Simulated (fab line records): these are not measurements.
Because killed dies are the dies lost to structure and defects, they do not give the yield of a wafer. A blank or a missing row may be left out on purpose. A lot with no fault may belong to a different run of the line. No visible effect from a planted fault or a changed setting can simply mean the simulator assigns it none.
A single fault, viewed from 2 desks ; flow gf180mcu ; each desk holds nothing but its own numbers, with what lay behind them at the end

AT THE METROLOGY DESK
Means of the sampled wafers that have a number, per lot and without regard to the tool the lot ran on: this is what the gauges read. Any lot whose mean is over 4 standard deviations away from the usual mean is out of limits and marked OUT; that distance is given in the brackets.
Columns: A = VT_IMPLANT_4_TW at GF_VT_IMPLANT_TW_MEAS_43, usual 690
lot;first seen here;A
L275;day 7 10:24;697
L276;day 8 00:18;690
L277;day 8 04:29;689
L279;day 8 16:47;691
L280;day 8 21:37;692
L282;day 9 13:57;687
L283;day 9 16:35;692
L285;day 10 07:35;689
L286;day 10 13:22;689
L287;day 10 23:02;685
L293;day 12 20:43;686
L298;day 14 03:21;693
This desk's finding: nothing out of limits on any of the 12 lots.

FOR THE TOOL OWNER'S DESK: litho_track-02
The tool's own readings at GF_MVPSD_COAT_02 (resist thk 3000 nm): means of the sampled wafers that have a number, for each lot that ran on this tool. Any lot whose mean is over 4 standard deviations away from the usual mean is out of limits and marked OUT; that distance is given in the brackets.
Columns: A = chill_plate_temp_C at GF_MVPSD_COAT_02, usual 23.01 C
lot;first seen here;A
L279;day 5 17:17;23.11
L283;day 6 15:10;23.02
L286;day 7 08:32;23.10
L287;day 7 17:31;23.04
L293;day 9 07:43;23.05
This desk's finding: nothing out of limits on any of the 5 lots.

PUT TOGETHER
Metrology desk: nothing out of limits seen.
The desk of the tool owner found nothing out of limits.

WHAT THE SIMULATOR PUT IN
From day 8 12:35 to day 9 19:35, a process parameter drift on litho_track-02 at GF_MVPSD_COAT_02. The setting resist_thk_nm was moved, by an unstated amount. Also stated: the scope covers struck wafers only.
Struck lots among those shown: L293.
